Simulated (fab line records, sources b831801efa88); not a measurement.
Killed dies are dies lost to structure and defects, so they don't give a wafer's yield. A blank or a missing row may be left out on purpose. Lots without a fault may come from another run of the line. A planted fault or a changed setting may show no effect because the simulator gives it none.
fab line records | flow gf180mcu
record lots=5 wafers=15 last_day=31
route steps=602 shown V5@548 TOP_METAL@567
lots that met no fault: from a run of the same line without faults
start_h: hours from the record's first day to the start of the lot's first wafer shown | wait_h: hours since the lot's step before | " the same as in the row above | L1.1+2: a row that stands for several wafers | - no value, or no start given | * or withheld: withheld | < > ~ a bound
route shown NAME@n: a module of which the file shows steps, and the number in the route of the first | usual: mean/standard deviation of fault-free wafers | same: alike in all rows | chamber/n: place in a boat | sites: the reading at each site | _std_site: their standard deviation | _edge_site: outer sites' mean less inner sites' | radius_mm: how far each site lies from the wafer's centre | mask NAME#n: copy n | behind: the tool/chamber that last shaped the wafer | hold: why the lot was held/for how many hours/how that ended | device: the transistor (n, p or np) that didn't switch | end of line: the same wafers' tests at the end of the route | a step without rows: its recipe alone | killed: dies lost to structure and defects at the first sort, not the wafer's yield | map: a wafer's dies, x killed, . not, _ none there
set.NAME: the setting as run; set.NAME@STEP: as run at that earlier step | model.NAME: the simulator's own value behind a step, which no gauge read
lots at some steps of the route; a table a step, a row a wafer
services: from which hour (start_h, from the record's first day; less than 0 if before it) a tool's chamber was out of use, for how many hours, and why
## steps
# step GF_V5_COAT_08
# recipe resist=BARC temp_c=withheld time_s=withheld spin_rpm=withheld resist_thk_nm=withheld
# columns lot.wafer tool chamber start_h wait_h
L075.4+5+6 litho_track-04 0 635.68 0.1
L079.2+4+6 litho_track-04 0 658.83 0.1
L081.1+2+5 litho_track-02 0 668.11 0.1
L083.2+5+6 litho_track-04 0 688.18 0.1
L084.1+5+6 litho_track-03 0 692.91 0.1
# step GF_V5_COAT_09
# recipe resist=KrF spin_rpm=withheld resist_thk_nm=1000
# columns lot.wafer tool chamber start_h wait_h
L075.4+5+6 litho_track-04 0 - -
L079.2+4+6 litho_track-04 0 - -
L081.1+2+5 litho_track-02 0 - -
L083.2+5+6 litho_track-04 0 - -
L084.1+5+6 litho_track-03 0 - -
# step GF_V5_SOFTBAKE_10
# recipe temp_c=130 time_s=60 resist=KrF
# columns lot.wafer tool chamber start_h wait_h
L075.4+5+6 litho_track-04 0 - -
L079.2+4+6 litho_track-04 0 - -
L081.1+2+5 litho_track-02 0 - -
L083.2+5+6 litho_track-04 0 - -
L084.1+5+6 litho_track-03 0 - -
# step GF_V5_EXPOSE_11
# recipe mask_id=Via5 target_cd_nm=260 na=0.68 source_shape=conventional sigma_outer=0.6 dose_mj=38
# usual reticle_temp_C=22.99/0.12
# columns lot.wafer tool chamber start_h wait_h mask reticle_temp_C
L075.4 krf_scanner-02 0 - - Via5#0 22.88
L075.5 " 0 " " Via5#0 22.86
L075.6 " 0 " " Via5#0 22.96
L079.2 krf_scanner-01 0 - - Via5#0 22.96
L079.4 " 0 " " Via5#0 22.87
L079.6 " 0 " " Via5#0 22.98
L081.1 krf_scanner-02 0 - - Via5#0 23.05
L081.2 " 0 " " Via5#0 23.00
L081.5 " 0 " " Via5#0 22.98
L083.2 krf_scanner-02 0 - - Via5#0 23.11
L083.5 " 0 " " Via5#0 23.08
L083.6 " 0 " " Via5#0 22.94
L084.1 krf_scanner-01 0 - - Via5#0 23.16
L084.5 " 0 " " Via5#0 23.04
L084.6 " 0 " " Via5#0 23.19
# step GF_V5_PEB_12
# recipe peb_temp_c=135 peb_time_s=90 resist=KrF
# columns lot.wafer tool chamber start_h wait_h
L075.4+5+6 litho_track-02 0 - -
L079.2+4+6 litho_track-04 0 - -
L081.1+2+5 litho_track-03 0 - -
L083.2+5+6 litho_track-02 0 - -
L084.1+5+6 litho_track-03 0 - -
# step GF_V5_DEVELOP_13
# recipe develop_time_s=60 resist=KrF dev_temp_c=21
# columns lot.wafer tool chamber start_h wait_h
L075.4+5+6 litho_track-02 0 645.44 0.1
L079.2+4+6 litho_track-04 0 668.63 0.2
L081.1+2+5 litho_track-03 0 677.81 0.2
L083.2+5+6 litho_track-02 0 697.39 0.2
L084.1+5+6 litho_track-03 0 702.06 0.2
# step GF_V5_CD_MEAS_14
# recipe target_cd_nm=260
# usual cd_nm=259.7/1.1
# columns lot.wafer tool chamber start_h wait_h cd_nm
L075.4 cd_sem-02 - 645.57 0.1 260.0
L075.5 " - " " 260.4
L075.6 " - " " 259.9
L079.2 cd_sem-02 - 668.78 0.1 258.4
L079.4 " - " " 258.5
L079.6 " - " " 258.6
L081.1 cd_sem-01 - 677.96 0.1 259.4
L081.2 " - " " 260.0
L081.5 " - " " 259.3
L083.2 cd_sem-01 - 697.53 0.1 260.2
L083.5 " - " " 260.4
L083.6 " - " " 260.3
L084.1 cd_sem-02 - 702.21 0.1 259.4
L084.5 " - " " 260.4
L084.6 " - " " 259.3
# step GF_V5_OVL_MEAS_15
# usual V5_OVL=1/6.3
# columns lot.wafer tool chamber start_h wait_h V5_OVL[nm]
L075.4 overlay-02 - 645.65 0.1 4
L075.5 " - " " -2
L075.6 " - " " -2
L079.2 overlay-01 - 668.88 0.1 -4
L079.4 " - " " -2
L079.6 " - " " -8
L081.1 overlay-01 - 678.08 0.1 9
L081.2 " - " " 6
L081.5 " - " " 9
L083.2 overlay-02 - 697.64 0.1 -3
L083.5 " - " " 2
L083.6 " - " " -6
L084.1 overlay-02 - 702.33 0.1 -4
L084.5 " - " " -6
L084.6 " - " " -14
# step GF_V5_ETCH_16
# recipe chemistry=N2/H2 target_depth_a=withheld overetch_a=withheld time_s=withheld target=BARC ion_energy_ev=200 source_w=500 bias_w=100 pressure_mtorr=30 n2_flow_sccm=100 h2_flow_sccm=200
# usual drypump_motor_current_A=5.8/0.31 oes_product_au=0.855/0.0046 throttle_valve_pct=13.226/0.0088
# columns lot.wafer tool chamber start_h wait_h drypump_motor_current_A oes_product_au throttle_valve_pct
L075.4 rie_diel-02 2 645.67 0.0 6.2 0.857 13.228
L075.5 " 3 " " 5.2 0.861 13.227
L075.6 " 2 " " 6.2 0.854 13.212
L079.2 rie_diel-01 1 668.91 0.0 5.9 0.850 13.237
L079.4 " 0 " " 5.8 0.853 13.221
L079.6 " 1 " " 5.9 0.857 13.230
L081.1 rie_diel-02 1 678.11 0.0 6.3 0.862 13.211
L081.2 " 0 " " 5.5 0.857 13.233
L081.5 " 1 " " 6.2 0.858 13.232
L083.2 rie_diel-02 2 697.67 0.0 6.3 0.858 13.235
L083.5 " 0 " " 5.5 0.857 13.216
L083.6 " 3 " " 5.2 0.850 13.234
L084.1 rie_diel-02 2 702.36 0.0 6.3 0.851 13.237
L084.5 " 3 " " 5.2 0.857 13.219
L084.6 " 0 " " 5.5 0.850 13.225
# step GF_V5_ETCH_17
# recipe chemistry=C4F8/O2/Ar mask_material=KrF target=SiO2 stop_on=TiN source_w=1533 bias_w=1200 pressure_mtorr=40 c4f8_flow_sccm=withheld O2_flow_sccm=6 Ar_flow_sccm=300 time_s=withheld target_depth_a=8550
# usual oes_product_au=0.860/0.0046
# columns lot.wafer tool chamber start_h wait_h oes_product_au
L075.4 rie_diel-02 2 - - 0.868
L075.5 " 3 " " 0.862
L075.6 " 2 " " 0.861
L079.2 rie_diel-01 1 - - 0.861
L079.4 " 0 " " 0.859
L079.6 " 1 " " 0.859
L081.1 rie_diel-02 1 - - 0.855
L081.2 " 0 " " 0.855
L081.5 " 1 " " 0.852
L083.2 rie_diel-02 2 - - 0.859
L083.5 " 0 " " 0.855
L083.6 " 3 " " 0.856
L084.1 rie_diel-02 2 - - 0.866
L084.5 " 3 " " 0.856
L084.6 " 0 " " 0.863
# step GF_V5_STRIP_18
# recipe chemistry=O2/N2 power_w=1400 pressure_mtorr=1500 platen_temp_c=250 o2_flow_sccm=3000 n2_flow_sccm=300 overash_fraction=0.5
# usual drypump_motor_current_A=5.9/0.72 heater_power_w=327/24 oes_product_au=0.568/0.0046
# same overash_fraction=0.5
# columns lot.wafer tool chamber start_h wait_h drypump_motor_current_A heater_power_w oes_product_au rf_hours_counter_h
L075.4 plasma_asher-04 0 645.86 - 5.0 324 0.569 -
L075.5 " 0 " " 4.9 325 0.571 -
L075.6 " 1 " " 6.7 326 0.565 -
L079.2 plasma_asher-02 0 669.07 - 5.6 320 0.570 47
L079.4 " 1 " " 6.4 300 0.571 -
L079.6 " 1 " " 6.5 311 0.567 -
L081.1 plasma_asher-01 1 678.26 - 5.0 314 0.571 98
L081.2 " 0 " " 6.8 370 0.568 98
L081.5 " 0 " " 6.7 375 0.564 -
L083.2 plasma_asher-02 1 697.82 - 6.4 308 0.561 50
L083.5 " 1 " " 6.4 308 0.565 -
L083.6 " 0 " " 5.6 312 0.566 -
L084.1 plasma_asher-01 1 702.51 - 5.0 313 0.560 101
L084.5 " 1 " " 5.0 310 0.566 -
L084.6 " 0 " " 6.7 377 0.570 -
# step GF_V5_STRIP_19
# recipe chemistry=post_etch_residue_remover time_s=1200 temp_c=72.5
# columns lot.wafer tool chamber start_h wait_h
L075.4+5+6 wet_bench-01 1 645.92 0.0
L079.2+4+6 wet_bench-02 1 669.17 0.1
L081.1+2+5 wet_bench-03 0 678.36 0.1
L083.2+5+6 wet_bench-01 3 697.92 0.1
L084.1+5+6 wet_bench-02 3 702.61 0.1
# step GF_V5_CLEAN_20
# recipe chemistry=DIW dry=n2_spin
# columns lot.wafer tool chamber start_h wait_h
L075.4+5+6 wet_bench-02 1 646.26 0.0
L079.2+4+6 wet_bench-01 1 669.54 0.0
L081.1+2+5 wet_bench-02 0 679.05 0.0
L083.2+5+6 wet_bench-02 1 698.30 0.0
L084.1+5+6 wet_bench-03 2 702.96 0.0
# step GF_V5_SPUTTER_21
# recipe material=Ti target_thk_nm=15 chamber_pressure_pa=5 power_w=2500 substrate_temp_c=200 time_s=80.02
# usual throttle_valve_pct=29.5/0.9
# columns lot.wafer tool chamber start_h wait_h throttle_valve_pct
L075.4 pvd_sputter-02 - 646.36 0.0 29.2
L075.5 " - " " 29.0
L075.6 " - " " 29.3
L079.2 pvd_sputter-01 - 669.63 0.0 29.2
L079.4 " - " " 27.9
L079.6 " - " " 29.9
L081.1 pvd_sputter-01 - 679.14 0.0 29.2
L081.2 " - " " 29.7
L081.5 " - " " 30.1
L083.2 pvd_sputter-04 - 698.39 0.0 30.7
L083.5 " - " " 30.3
L083.6 " - " " 28.4
L084.1 pvd_sputter-01 - 703.05 0.0 29.6
L084.5 " - " " 29.9
L084.6 " - " " 29.9
# step GF_V5_SPUTTER_22
# recipe material=TiN target_thk_nm=10 chamber_pressure_pa=5 power_w=4000 time_s=40
# usual throttle_valve_pct=29.5/0.9
# columns lot.wafer tool chamber start_h wait_h throttle_valve_pct
L075.4 pvd_sputter-02 - 646.42 0.0 29.4
L075.5 " - " " 29.3
L075.6 " - " " 29.4
L079.2 pvd_sputter-01 - 669.69 0.0 29.2
L079.4 " - " " 28.2
L079.6 " - " " 29.9
L081.1 pvd_sputter-01 - 679.20 0.0 29.0
L081.2 " - " " 29.9
L081.5 " - " " 29.8
L083.2 pvd_sputter-04 - 698.45 0.0 30.5
L083.5 " - " " 30.3
L083.6 " - " " 28.3
L084.1 pvd_sputter-01 - 703.11 0.0 30.1
L084.5 " - " " 29.9
L084.6 " - " " 30.0
# step GF_V5_CVD_23
# recipe material=W target_thk_nm=350 time_s=104.9 temp_c=400 pressure_torr=40
# usual heater_power_w=990/63
# columns lot.wafer tool chamber start_h wait_h heater_power_w since_wet_clean_h
L075.4 cvd_w-01 1 646.49 0.1 1032 -
L075.5 " 0 " " 909 -
L075.6 " 1 " " 1040 -
L079.2 cvd_w-01 0 669.73 0.0 914 766
L079.4 " 0 " " 927 -
L079.6 " 0 " " 879 -
L081.1 cvd_w-02 1 679.24 0.0 941 275
L081.2 " 0 " " 1062 275
L081.5 " 1 " " 960 -
L083.2 cvd_w-02 1 698.49 0.0 966 295
L083.5 " 1 " " 936 -
L083.6 " 0 " " 1056 -
L084.1 cvd_w-01 1 703.15 0.0 1005 799
L084.5 " 1 " " 1033 -
L084.6 " 0 " " 930 -
# step GF_V5_RS_MEAS_24
# recipe thk_meas_gauge=four-point-probe reads=W_of_V5_CVD_23+TiN_of_V5_SPUTTER_22+Ti_of_V5_SPUTTER_21
# usual V5_W_RS=0.328/0.0052
# columns lot.wafer tool chamber start_h wait_h V5_W_RS[ohm/sq]
L075.4 film_metro-01 - 646.63 0.1 0.320
L075.5 " - " " 0.329
L075.6 " - " " 0.317
L079.2 film_metro-03 - 669.86 0.1 0.328
L079.4 " - " " 0.337
L079.6 " - " " 0.330
L081.1 film_metro-03 - 679.35 0.1 0.329
L081.2 " - " " 0.334
L081.5 " - " " 0.324
L083.2 film_metro-03 - 698.62 0.1 0.325
L083.5 " - " " 0.325
L083.6 " - " " 0.332
L084.1 film_metro-01 - 703.26 0.1 0.323
L084.5 " - " " 0.324
L084.6 " - " " 0.335
# step GF_V5_THK_MEAS_25
# recipe thk_meas_gauge=xrf reads=W_of_V5_CVD_23
# usual V5_W_THK=351/7
# columns lot.wafer tool chamber start_h wait_h V5_W_THK[nm]
L075.4 film_metro-01 - 646.72 0.1 362
L075.5 " - " " 351
L075.6 " - " " 364
L079.2 film_metro-03 - 669.97 0.1 355
L079.4 " - " " 348
L079.6 " - " " 354
L081.1 film_metro-03 - 679.47 0.1 355
L081.2 " - " " 350
L081.5 " - " " 358
L083.2 film_metro-03 - 698.73 0.1 360
L083.5 " - " " 359
L083.6 " - " " 352
L084.1 film_metro-01 - 703.38 0.1 359
L084.5 " - " " 354
L084.6 " - " " 343
# step GF_V5_CMP_26
# recipe stop_on=SiO2 down_force_psi=3.5 platen_rpm=60 t_overpolish_s=15 target_thk_nm=0 pad_velocity_m_s=0.94248
# usual head_pressure_psi=3.500/0.0092 motor_current_A=10.8/0.72 overpolish_run_s=14.999/0.0086 time_to_endpoint_s=85/4.3
# columns lot.wafer tool chamber start_h wait_h head_pressure_psi motor_current_A overpolish_run_s time_to_endpoint_s
L075.4 cmp-01 2 646.75 0.0 3.512 9.7 14.997 85
L075.6 " 2 " " 3.513 9.8 14.988 84
L075.5 " 3 " " 3.515 11.3 15.001 84
L079.2 cmp-01 1 670.07 0.1 3.495 10.8 15.003 89
L079.4 " 2 " " 3.500 9.5 15.003 82
L079.6 " 0 " " 3.514 10.2 15.000 81
L081.2 cmp-02 1 679.58 0.1 3.490 10.3 15.011 82
L081.1 " 3 " " 3.503 11.1 14.989 88
L081.5 " 1 " " 3.489 10.7 14.999 83
L083.2 cmp-01 1 698.93 0.2 3.506 10.7 15.002 93
L083.5 " 2 " " 3.500 9.8 15.001 88
L083.6 " 3 " " 3.497 12.3 15.011 84
L084.1 cmp-02 2 703.54 0.1 3.504 10.4 15.006 87
L084.6 " 0 " " 3.481 11.4 14.993 85
L084.5 " 1 " " 3.500 10.2 14.995 83
# step GF_TOP_METAL_SPUTTER_00
# recipe material=Ti target_thk_nm=37.5 arriving_ion_energy_ev=80 substrate_temp_c=200 chamber_pressure_pa=2 power_w=4000 time_s=150
# usual throttle_valve_pct=29.8/1.2
# columns lot.wafer tool chamber start_h wait_h throttle_valve_pct
L075.4 pvd_sputter-01 - 647.05 0.2 29.9
L075.5 " - " " 29.3
L075.6 " - " " 28.2
L079.2 pvd_sputter-01 - 670.32 0.2 29.2
L079.4 " - " " 28.0
L079.6 " - " " 29.8
L081.1 pvd_sputter-03 - 679.83 0.1 28.5
L081.2 " - " " 32.2
L081.5 " - " " 28.4
L083.2 pvd_sputter-03 - 699.08 0.1 30.7
L083.5 " - " " 29.0
L083.6 " - " " 30.9
L084.1 pvd_sputter-03 - 703.74 0.1 30.6
L084.5 " - " " 30.4
L084.6 " - " " 28.4
# step GF_TOP_METAL_SPUTTER_01
# recipe material=TiN target_thk_nm=30 power_w=6500 time_s=25 chamber_pressure_pa=0.4
# usual throttle_valve_pct=29.8/1.2
# columns lot.wafer tool chamber start_h wait_h throttle_valve_pct
L075.4 pvd_sputter-01 - 647.15 0.1 29.8
L075.5 " - " " 29.4
L075.6 " - " " 28.2
L079.2 pvd_sputter-01 - 670.42 0.1 29.3
L079.4 " - " " 28.3
L079.6 " - " " 29.7
L081.1 pvd_sputter-03 - 679.93 0.1 28.4
L081.2 " - " " 32.5
L081.5 " - " " 28.5
L083.2 pvd_sputter-03 - 699.18 0.1 30.8
L083.5 " - " " 29.1
L083.6 " - " " 30.8
L084.1 pvd_sputter-03 - 703.84 0.1 30.4
L084.5 " - " " 30.6
L084.6 " - " " 28.4
# step GF_TOP_METAL_SPUTTER_02
# recipe material=AlCu target_thk_nm=900 power_w=10600 chamber_pressure_pa=0.3 substrate_temp_c=250 gas=Ar time_s=49.59
# usual throttle_valve_pct=29.8/1.2
# columns lot.wafer tool chamber start_h wait_h throttle_valve_pct
L075.4 pvd_sputter-01 - 647.18 0.0 29.7
L075.5 " - " " 29.2
L075.6 " - " " 28.2
L079.2 pvd_sputter-01 - 670.46 0.0 29.2
L079.4 " - " " 28.2
L079.6 " - " " 29.7
L081.1 pvd_sputter-03 - 679.96 0.0 28.3
L081.2 " - " " 32.5
L081.5 " - " " 28.7
L083.2 pvd_sputter-03 - 699.22 0.0 30.8
L083.5 " - " " 29.1
L083.6 " - " " 30.8
L084.1 pvd_sputter-03 - 703.87 0.0 30.7
L084.5 " - " " 30.5
L084.6 " - " " 28.4
# step GF_TOP_METAL_SPUTTER_03
# recipe material=Ti target_thk_nm=5 substrate_temp_c=300 chamber_pressure_pa=0.3 power_w=3000 time_s=3.3
# usual throttle_valve_pct=29.8/1.2
# columns lot.wafer tool chamber start_h wait_h throttle_valve_pct
L075.4 pvd_sputter-01 - 647.22 0.0 29.8
L075.5 " - " " 29.1
L075.6 " - " " 28.0
L079.2 pvd_sputter-01 - 670.50 0.0 28.9
L079.4 " - " " 28.2
L079.6 " - " " 29.9
L081.1 pvd_sputter-03 - 680.01 0.0 28.5
L081.2 " - " " 32.2
L081.5 " - " " 28.6
L083.2 pvd_sputter-03 - 699.26 0.0 30.8
L083.5 " - " " 29.0
L083.6 " - " " 30.9
L084.1 pvd_sputter-03 - 703.91 0.0 30.7
L084.5 " - " " 30.5
L084.6 " - " " 28.2
# step GF_TOP_METAL_SPUTTER_04
# recipe material=TiN target_thk_nm=25 power_w=6500 time_s=20.8 chamber_pressure_pa=0.4
# usual throttle_valve_pct=29.8/1.2
# columns lot.wafer tool chamber start_h wait_h throttle_valve_pct
L075.4 pvd_sputter-01 - 647.24 0.0 30.2
L075.5 " - " " 29.2
L075.6 " - " " 28.3
L079.2 pvd_sputter-01 - 670.52 0.0 29.3
L079.4 " - " " 27.9
L079.6 " - " " 29.7
L081.1 pvd_sputter-03 - 680.02 0.0 28.6
L081.2 " - " " 32.4
L081.5 " - " " 28.3
L083.2 pvd_sputter-03 - 699.28 0.0 30.9
L083.5 " - " " 29.2
L083.6 " - " " 30.7
L084.1 pvd_sputter-03 - 703.93 0.0 30.6
L084.5 " - " " 30.8
L084.6 " - " " 28.6
# step GF_TOP_METAL_RS_MEAS_05
# recipe thk_meas_gauge=four-point-probe reads=TiN_of_TOP_METAL_SPUTTER_04+Ti_of_TOP_METAL_SPUTTER_03+AlCu_of_TOP_METAL_SPUTTER_02+TiN_of_TOP_METAL_SPUTTER_01+Ti_of_TOP_METAL_SPUTTER_00
# usual TOP_METAL_ALCU_RS=0.0315/0.00034
# columns lot.wafer tool chamber start_h wait_h TOP_METAL_ALCU_RS[ohm/sq]
L075.4 film_metro-04 - 647.33 0.1 0.0310
L075.5 " - " " 0.0309
L075.6 " - " " 0.0309
L079.2 film_metro-04 - 670.56 0.0 0.0312
L079.4 " - " " 0.0310
L079.6 " - " " 0.0314
L081.1 film_metro-02 - 680.05 0.0 0.0315
L081.2 " - " " 0.0309
L081.5 " - " " 0.0316
L083.2 film_metro-02 - 699.32 0.0 0.0319
L083.5 " - " " 0.0316
L083.6 " - " " 0.0322
L084.1 film_metro-02 - 703.96 0.0 0.0319
L084.5 " - " " 0.0321
L084.6 " - " " 0.0321
# step GF_TOP_METAL_THK_MEAS_06
# recipe thk_meas_gauge=xrf reads=AlCu_of_TOP_METAL_SPUTTER_02
# usual TOP_METAL_ALCU_THK=917/12
# columns lot.wafer tool chamber start_h wait_h TOP_METAL_ALCU_THK[nm]
L075.4 film_metro-04 - 647.42 0.1 939
L075.5 " - " " 939
L075.6 " - " " 945
L079.2 film_metro-04 - 670.67 0.1 924
L079.4 " - " " 936
L079.6 " - " " 923
L081.1 film_metro-02 - 680.17 0.1 908
L081.2 " - " " 934
L081.5 " - " " 909
L083.2 film_metro-02 - 699.43 0.1 899
L083.5 " - " " 912
L083.6 " - " " 891
L084.1 film_metro-02 - 704.08 0.1 901
L084.5 " - " " 892
L084.6 " - " " 893
# step GF_TOP_METAL_DEHYDRATE_07
# recipe temp_c=200 time_s=60
# columns lot.wafer tool chamber start_h wait_h
L075.4+5+6 litho_track-01 0 656.58 9.2
L079.2+4+6 litho_track-01 0 679.48 8.8
L081.1+2+5 litho_track-04 0 688.96 8.8
L083.2+5+6 litho_track-04 0 707.98 8.5
L084.1+5+6 litho_track-01 0 712.21 8.1
# step GF_TOP_METAL_HMDS_08
# recipe prime_time_s=60 prime_temp_c=120
# same prime_time_s=60
# columns lot.wafer tool chamber start_h wait_h
L075.4+5+6 litho_track-01 0 656.73 0.1
L079.2+4+6 litho_track-01 0 679.63 0.1
L081.1+2+5 litho_track-04 0 689.11 0.1
L083.2+5+6 litho_track-04 0 708.13 0.1
L084.1+5+6 litho_track-01 0 712.36 0.1
# step GF_TOP_METAL_COAT_09
# recipe resist=NOVOLAK spin_rpm=3000 resist_thk_nm=1500
# columns lot.wafer tool chamber start_h wait_h
L075.4+5+6 litho_track-01 0 656.88 0.1
L079.2+4+6 litho_track-01 0 679.78 0.1
L081.1+2+5 litho_track-04 0 689.26 0.1
L083.2+5+6 litho_track-04 0 708.28 0.1
L084.1+5+6 litho_track-01 0 712.51 0.1
# step GF_TOP_METAL_SOFTBAKE_10
# recipe temp_c=90 time_s=60 resist=NOVOLAK
# columns lot.wafer tool chamber start_h wait_h
L075.4+5+6 litho_track-01 0 657.03 0.1
L079.2+4+6 litho_track-01 0 679.93 0.1
L081.1+2+5 litho_track-04 0 689.41 0.1
L083.2+5+6 litho_track-04 0 708.43 0.1
L084.1+5+6 litho_track-01 0 712.66 0.1
# step GF_TOP_METAL_EXPOSE_11
# recipe mask_id=MetalTop target_cd_nm=440 na=0.6 source_shape=conventional sigma_outer=0.6 dose_mj=170
# usual reticle_temp_C=23.00/0.12
# columns lot.wafer tool chamber start_h wait_h mask reticle_temp_C
L075.4 iline_stepper-01 0 - - MetalTop#0 22.93
L075.5 " 0 " " MetalTop#0 22.90
L075.6 " 0 " " MetalTop#0 22.90
L079.2 iline_stepper-02 0 - - MetalTop#0 23.16
L079.4 " 0 " " MetalTop#0 23.05
L079.6 " 0 " " MetalTop#0 23.17
L081.1 iline_stepper-02 0 - - MetalTop#0 22.98
L081.2 " 0 " " MetalTop#0 22.76
L081.5 " 0 " " MetalTop#0 22.96
L083.2 iline_stepper-01 0 - - MetalTop#0 22.80
L083.5 " 0 " " MetalTop#0 23.06
L083.6 " 0 " " MetalTop#0 22.78
L084.1 iline_stepper-02 0 - - MetalTop#0 23.02
L084.5 " 0 " " MetalTop#0 22.88
L084.6 " 0 " " MetalTop#0 22.85
# step GF_TOP_METAL_PEB_12
# recipe temp_c=withheld time_s=* resist=NOVOLAK
# columns lot.wafer tool chamber start_h wait_h
L075.4+5+6 litho_track-03 0 - -
L079.2+4+6 litho_track-03 0 - -
L081.1+2+5 litho_track-01 0 - -
L083.2+5+6 litho_track-04 0 - -
L084.1+5+6 litho_track-01 0 - -
# step GF_TOP_METAL_DEVELOP_13
# recipe develop_time_s=60 dev_temp_c=23
# columns lot.wafer tool chamber start_h wait_h
L075.4+5+6 litho_track-03 0 666.83 0.1
L079.2+4+6 litho_track-03 0 689.33 0.1
L081.1+2+5 litho_track-01 0 698.26 0.1
L083.2+5+6 litho_track-04 0 717.08 0.1
L084.1+5+6 litho_track-01 0 721.41 0.1
# step GF_TOP_METAL_CD_MEAS_14
# recipe target_cd_nm=440
# usual cd_nm=441.2/2
# columns lot.wafer tool chamber start_h wait_h cd_nm
L075.4 cd_sem-01 - 666.97 0.1 443.2
L075.5 " - " " 441.9
L075.6 " - " " 443.2
L079.2 cd_sem-01 - 689.48 0.1 443.1
L079.4 " - " " 440.8
L079.6 " - " " 440.8
L081.1 cd_sem-02 - 698.41 0.1 440.5
L081.2 " - " " 440.2
L081.5 " - " " 441.8
L083.2 cd_sem-01 - 717.23 0.1 444.7
L083.5 " - " " 442.2
L083.6 " - " " 441.2
L084.1 cd_sem-01 - 721.56 0.1 441.8
L084.5 " - " " 442.1
L084.6 " - " " 442.8
# step GF_TOP_METAL_OVL_MEAS_15
# usual TOP_METAL_OVL=-0.5/1.4
# columns lot.wafer tool chamber start_h wait_h TOP_METAL_OVL[nm]
L075.4 overlay-01 - 667.04 0.1 -1.1
L075.5 " - " " -0.6
L075.6 " - " " 1.1
L079.2 overlay-02 - 689.58 0.1 0.4
L079.4 " - " " -1.0
L079.6 " - " " 0.8
L081.1 overlay-01 - 698.53 0.1 -0.7
L081.2 " - " " -0.7
L081.5 " - " " -0.2
L083.2 overlay-01 - 717.33 0.1 -2.3
L083.5 " - " " -1.7
L083.6 " - " " -0.7
L084.1 overlay-01 - 721.68 0.1 -3.3
L084.5 " - " " -2.7
L084.6 " - " " -3.7
# step GF_TOP_METAL_METAL_ETCH_16
# recipe chemistry=Cl2/BCl3 mask_material=NOVOLAK target_depth_nm=1077.5 stop_on=SiO2 pressure_mtorr=8 icp_w=800 bias_w=140 Cl2_flow_sccm=80 bcl3_flow_sccm=40 time_s=179.6
# usual drypump_motor_current_A=5.35/0.28 oes_product_au=0.983/0.0064 throttle_valve_pct=28.238/0.011
# columns lot.wafer tool chamber start_h wait_h drypump_motor_current_A oes_product_au rf_hours_counter_h throttle_valve_pct
L075.4 rie_metal-01 0 667.12 0.1 5.06 0.988 - 28.237
L075.5 " 1 " " 5.59 0.989 - 28.228
L075.6 " 0 " " 5.05 0.982 - 28.249
L079.2 rie_metal-04 1 689.61 0.0 4.96 0.990 6 28.242
L079.4 " 0 " " 5.83 0.995 - 28.233
L079.6 " 0 " " 5.82 0.981 - 28.241
L081.1 rie_metal-01 0 698.56 0.0 5.03 0.986 3 28.223
L081.2 " 1 " " 5.56 0.993 12 28.223
L081.5 " 1 " " 5.56 0.979 - 28.236
L083.2 rie_metal-03 0 717.36 0.0 5.21 0.980 0 28.240
L083.5 " 1 " " 5.48 0.983 - 28.223
L083.6 " 0 " " 5.24 0.965 - 28.219
L084.1 rie_metal-03 1 721.71 0.0 5.45 0.971 3 28.227
L084.5 " 0 " " 5.23 0.970 - 28.245
L084.6 " 1 " " 5.46 0.975 - 28.240
# step GF_TOP_METAL_STRIP_17
# recipe chemistry=O2/N2 power_w=1400 pressure_mtorr=1500 platen_temp_c=250 o2_flow_sccm=3000 n2_flow_sccm=300 overash_fraction=0.5
# usual drypump_motor_current_A=5.8/0.82 heater_power_w=331/19 oes_product_au=0.711/0.0054 strip_time_to_endpoint_s=13.43/0.088
# same overash_fraction=0.5
# columns lot.wafer tool chamber start_h wait_h drypump_motor_current_A heater_power_w oes_product_au rf_hours_counter_h strip_time_to_endpoint_s
L075.4 plasma_asher-04 0 667.27 0.1 4.9 330 0.708 - 13.53
L075.5 " 0 " " 4.9 324 0.702 - 13.53
L075.6 " 1 " " 6.7 334 0.702 - 13.60
L079.2 plasma_asher-01 1 689.79 0.1 5.0 305 0.716 100 13.44
L079.4 " 1 " " 5.0 305 0.715 - 13.29
L079.6 " 1 " " 5.0 308 0.713 - 13.36
L081.1 plasma_asher-04 1 698.74 0.1 6.7 334 0.706 27 13.51
L081.2 " 0 " " 4.9 318 0.714 27 13.53
L081.5 " 0 " " 4.9 323 0.700 - 13.59
L083.2 plasma_asher-01 1 717.54 0.1 5.0 307 0.720 103 13.55
L083.5 " 1 " " 5.0 310 0.704 - 13.35
L083.6 " 0 " " 6.7 365 0.712 - 13.54
L084.1 plasma_asher-03 1 721.89 0.1 5.7 321 0.709 117 13.40
L084.5 " 1 " " 5.7 323 0.707 - 13.56
L084.6 " 0 " " 5.3 347 0.722 - 13.41
# step GF_TOP_METAL_STRIP_18
# recipe chemistry=post_etch_residue_remover time_s=1200 temp_c=72.5
# columns lot.wafer tool chamber start_h wait_h
L075.4+5+6 wet_bench-03 0 667.34 0.0
L079.2+4+6 wet_bench-03 2 689.89 0.1
L081.1+2+5 wet_bench-03 1 698.84 0.1
L083.2+5+6 wet_bench-04 2 717.64 0.1
L084.1+5+6 wet_bench-01 1 721.99 0.1
# step GF_TOP_METAL_CLEAN_19
# recipe chemistry=DIW dry=n2_spin
# columns lot.wafer tool chamber start_h wait_h
L075.4+5+6 wet_bench-01 3 667.68 0.0
L079.2+4+6 wet_bench-03 1 690.23 0.0
L081.1+2+5 wet_bench-04 3 699.18 0.0
L083.2+5+6 wet_bench-01 0 717.98 0.0
L084.1+5+6 wet_bench-03 1 722.36 0.0
## services
# columns tool chamber start_h hours kind
krf_scanner-01 - 611.73 7.2 pm
plasma_asher-02 - 617.82 5.2 repair
pvd_sputter-01 - 621.96 0.6 repair
iline_stepper-02 - 627.89 1.7 pm
cmp-01 - 628.71 3.6 repair
cvd_w-01 - 643.75 2.2 repair
krf_scanner-01 - 643.85 0.8 pm
cmp-02 - 644.95 5.6 repair
krf_scanner-01 - 645.35 1.5 repair
krf_scanner-01 - 651.64 4.0 pm
pvd_sputter-01 - 652.32 0.7 repair
plasma_asher-02 - 674.33 0.6 repair
cvd_w-01 0 674.68 3.8 repair
iline_stepper-01 - 679.83 1.7 pm
cmp-02 - 681.65 0.4 repair
cvd_w-01 1 682.33 6.2 repair
krf_scanner-02 - 692.66 0.8 pm
krf_scanner-02 - 694.39 9.2 repair
krf_scanner-02 - 705.07 1.3 pm
wet_bench-03 - 708.09 2.8 repair
rie_diel-01 3 709.79 8.6 repair
pvd_sputter-03 - 711.44 0.9 repair
cmp-02 - 712.00 3.0 repair
rie_diel-01 2 716.75 1.4 repair
## key
fault none
